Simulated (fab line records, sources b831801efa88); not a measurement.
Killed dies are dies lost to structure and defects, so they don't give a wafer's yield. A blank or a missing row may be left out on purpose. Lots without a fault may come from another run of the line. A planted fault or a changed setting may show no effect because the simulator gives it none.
fab line records | flow sky130
record lots=9 wafers=27 last_day=50
route steps=708 shown VT_ADJUST_LVTN@106 SONOS_ONO@169 CONTACT@420 METAL1@434
lots that met no fault: from a run of the same line without faults
start_h: hours from the record's first day to the start of the lot's first wafer shown | wait_h: hours since the lot's step before | " the same as in the row above | L1.1+2: a row that stands for several wafers | - no value, or no start given | * or withheld: withheld | < > ~ a bound
route shown NAME@n: a module of which the file shows steps, and the number in the route of the first | usual: mean/standard deviation of fault-free wafers | same: alike in all rows | chamber/n: place in a boat | sites: the reading at each site | _std_site: their standard deviation | _edge_site: outer sites' mean less inner sites' | radius_mm: how far each site lies from the wafer's centre | mask NAME#n: copy n | behind: the tool/chamber that last shaped the wafer | hold: why the lot was held/for how many hours/how that ended | device: the transistor (n, p or np) that didn't switch | end of line: the same wafers' tests at the end of the route | a step without rows: its recipe alone | killed: dies lost to structure and defects at the first sort, not the wafer's yield | map: a wafer's dies, x killed, . not, _ none there
set.NAME: the setting as run; set.NAME@STEP: as run at that earlier step | model.NAME: the simulator's own value behind a step, which no gauge read
steps of the route over a sample of lots; a table a step, a row a wafer
services: from which hour (start_h, from the record's first day; less than 0 if before it) a tool's chamber was out of use, for how many hours, and why
## steps
# step SKY_VT_ADJUST_LVTN_STRIP_09
# recipe chemistry=O2/N2 power_w=1400 pressure_mtorr=1500 platen_temp_c=withheld o2_flow_sccm=3000 n2_flow_sccm=300 overash_fraction=0.5
# usual drypump_motor_current_A=5.8/0.42 n2_flow_sccm=300.0/0.72 oes_product_au=0.722/0.0044 strip_time_to_endpoint_s=36.90/0.11
# columns lot.wafer tool chamber start_h wait_h drypump_motor_current_A n2_flow_sccm oes_product_au rf_hours_counter_h strip_time_to_endpoint_s
L252.1 plasma_asher-04 1 150.10 0.1 5.4 299.7 0.724 3 36.84
L252.3 " 0 " " 5.5 299.7 0.721 - 36.95
L252.5 " 0 " " 5.5 299.8 0.720 - 36.80
L262.3 plasma_asher-04 1 205.09 0.1 5.4 299.7 0.722 - 36.69
L262.4 " 0 " " 5.5 300.1 0.725 - 36.77
L262.6 " 1 " " 5.4 299.5 0.718 - 36.77
L263.3 plasma_asher-02 0 212.44 0.1 6.2 299.1 0.723 - 36.94
L263.5 " 0 " " 6.2 299.3 0.725 - 36.95
L263.6 " 1 " " 6.0 301.6 0.733 - 36.97
L266.2 plasma_asher-02 1 232.00 0.1 6.0 299.6 0.711 41 36.89
L266.4 " 0 " " 6.2 301.5 0.728 - 36.85
L266.5 " 0 " " 6.2 300.7 0.721 - 36.97
L267.1 plasma_asher-02 1 236.35 0.1 5.9 300.6 0.716 41 36.90
L267.3 " 1 " " 6.0 300.0 0.723 - 36.86
L267.5 " 0 " " 6.2 301.0 0.728 - 36.84
L270.1 plasma_asher-04 1 264.26 0.1 5.4 301.0 0.727 15 36.91
L270.2 " 0 " " 5.5 298.9 0.716 15 36.95
L270.4 " 1 " " 5.4 300.7 0.723 - 36.84
L271.2 plasma_asher-04 1 265.15 0.1 5.4 299.9 0.717 15 36.88
L271.3 " 1 " " 5.4 299.2 0.723 - 36.85
L271.4 " 0 " " 5.5 300.2 0.719 - 36.85
L273.1 plasma_asher-03 0 277.41 0.1 6.6 300.0 0.725 58 37.01
L273.2 " 1 " " 6.3 299.9 0.723 58 37.07
L273.6 " 0 " " 6.5 299.6 0.724 - 37.07
L274.2 plasma_asher-02 1 286.56 0.1 6.0 299.2 0.727 46 36.93
L274.5 " 1 " " 6.0 299.9 0.727 - 36.82
L274.6 " 0 " " 6.2 299.1 0.721 - 36.97
# step SKY_SONOS_ONO_THK_MEAS_01
# recipe reads=SiO2_of_SONOS_ONO_OXIDATION_00
# usual SONOS_ONO_OXIDATION_THK=2.62/0.047
# columns lot.wafer tool chamber start_h wait_h hold SONOS_ONO_OXIDATION_THK[nm]
L252.1 film_metro-02 - 259.97 0.0 - 2.59
L252.3 " - " " - 2.58
L252.5 " - " " - 2.55
L262.3 film_metro-01 - 328.29 0.0 await_dispo/0.2h/release 6.89
L262.4 " - " " await_dispo/0.2h/release 6.90
L262.6 " - " " await_dispo/0.2h/release 6.93
L262.3 film_metro-01 - 328.55 0.2 - 6.94
L262.4 " - " " - 6.86
L262.6 " - " " - 6.91
L263.3 film_metro-01 - 335.41 0.0 await_dispo/0.2h/release 6.90
L263.5 " - " " await_dispo/0.2h/release 6.87
L263.6 " - " " await_dispo/0.2h/release 6.89
L263.3 film_metro-01 - 335.63 0.2 - 6.90
L263.5 " - " " - 6.95
L263.6 " - " " - 6.91
L266.2 film_metro-03 - 359.73 0.0 - 2.60
L266.4 " - " " - 2.62
L266.5 " - " " - 2.59
L267.1 film_metro-03 - 364.23 0.0 - 2.61
L267.3 " - " " - 2.57
L267.5 " - " " - 2.60
L270.1 film_metro-03 - 402.22 0.0 - 2.61
L270.2 " - " " - 2.65
L270.4 " - " " - 2.61
L271.2 film_metro-02 - 402.23 0.0 - 2.55
L271.3 " - " " - 2.62
L271.4 " - " " - 2.59
L273.1 film_metro-02 - 414.84 0.0 - 2.66
L273.2 " - " " - 2.72
L273.6 " - " " - 2.62
L274.2 film_metro-03 - 425.28 0.0 - 2.65
L274.5 " - " " - 2.61
L274.6 " - " " - 2.56
# step SKY_CONTACT_CD_MEAS_14
# recipe target_cd_nm=170
# usual cd_nm=170.0/1.7
# columns lot.wafer tool chamber start_h wait_h cd_nm
L252.1 cd_sem-01 - 737.32 - 170.4
L252.3 " - " " 171.2
L252.5 " - " " 171.4
L266.2 cd_sem-02 - 843.49 - 170.2
L266.4 " - " " 171.0
L266.5 " - " " 170.4
L267.1 cd_sem-02 - 844.97 - 171.3
L267.3 " - " " 170.5
L267.5 " - " " 170.1
L270.1 cd_sem-01 - 873.87 - 173.3
L270.2 " - " " 172.1
L270.4 " - " " 173.2
L271.2 cd_sem-01 - 877.63 - 169.1
L271.3 " - " " 168.7
L271.4 " - " " 167.8
L273.1 cd_sem-02 - 890.12 - 170.0
L273.2 " - " " 170.0
L273.6 " - " " 169.8
L274.2 cd_sem-02 - 897.39 - 168.2
L274.5 " - " " 166.4
L274.6 " - " " 166.5
# step SKY_METAL1_SPUTTER_00
# recipe material=Ti target_thk_nm=15 power_w=3000 time_s=10 chamber_pressure_pa=0.4
# usual throttle_valve_pct=29.9/0.95
# columns lot.wafer tool chamber start_h wait_h throttle_valve_pct
L252.1 pvd_sputter-01 - 738.86 0.2 28.8
L252.3 " - " " 31.2
L252.5 " - " " 30.8
L266.2 pvd_sputter-02 - 845.11 0.1 30.1
L266.4 " - " " 29.1
L266.5 " - " " 29.7
L267.1 pvd_sputter-02 - 846.50 0.2 29.4
L267.3 " - " " 29.3
L267.5 " - " " 29.3
L270.1 pvd_sputter-03 - 875.40 0.1 27.7
L270.2 " - " " 31.4
L270.4 " - " " 30.8
L271.2 pvd_sputter-02 - 879.15 0.2 29.2
L271.3 " - " " 30.4
L271.4 " - " " 29.1
L273.1 pvd_sputter-03 - 891.75 0.1 30.5
L273.2 " - " " 31.2
L273.6 " - " " 31.1
L274.2 pvd_sputter-02 - 898.94 0.2 29.4
L274.5 " - " " 29.5
L274.6 " - " " 29.1
## services
# columns tool chamber start_h hours kind
pvd_sputter-02 - 130.88 0.9 repair
plasma_asher-04 - 135.79 0.5 repair
plasma_asher-02 - 154.43 6.0 repair
pvd_sputter-03 - 224.00 1.7 repair
pvd_sputter-02 - 233.25 0.7 repair
pvd_sputter-02 - 246.26 3.9 repair
plasma_asher-02 - 276.26 2.8 pm
pvd_sputter-02 - 284.44 2.6 repair
plasma_asher-02 - 301.80 0.9 repair
plasma_asher-02 - 307.46 35.1 pm
pvd_sputter-03 - 325.83 1.6 repair
plasma_asher-04 - 354.86 16.7 repair
pvd_sputter-02 - 359.98 10.8 repair
plasma_asher-04 - 379.28 3.2 repair
pvd_sputter-02 - 440.78 0.7 repair
pvd_sputter-02 - 509.85 5.2 repair
pvd_sputter-02 - 519.68 8.2 repair
pvd_sputter-02 - 552.99 27.4 repair
plasma_asher-04 - 643.00 0.3 repair
pvd_sputter-02 - 768.92 1.3 repair
pvd_sputter-02 - 784.41 3.3 repair
pvd_sputter-02 - 798.60 5.5 repair
pvd_sputter-02 - 853.56 1.4 repair
plasma_asher-04 - 888.44 2.3 repair
## key
first_sign step=SKY_SONOS_ONO_THK_MEAS_01 reading=visit direction=added
effect step=SKY_SONOS_ONO_THK_MEAS_01 reading=SONOS_ONO_OXIDATION_THK direction=up sigmas=91 usual=2.62 struck=6.90
met_at SKY_SONOS_ONO_THK_MEAS_01
struck_lots L262,L263
scrapped_behind SKY_SONOS_ONO_THK_MEAS_01 L262.3,L262.4,L262.6,L263.3,L263.5,L263.6
not_acting_at SKY_VT_ADJUST_LVTN_STRIP_09,SKY_CONTACT_CD_MEAS_14,SKY_METAL1_SPUTTER_00
fault kind=metrology_matching_offset tool=film_metro-01 chamber=- onset_h=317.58 steps=SKY_SONOS_ONO_THK_MEAS_01 param=thk_nm offset=4.3176
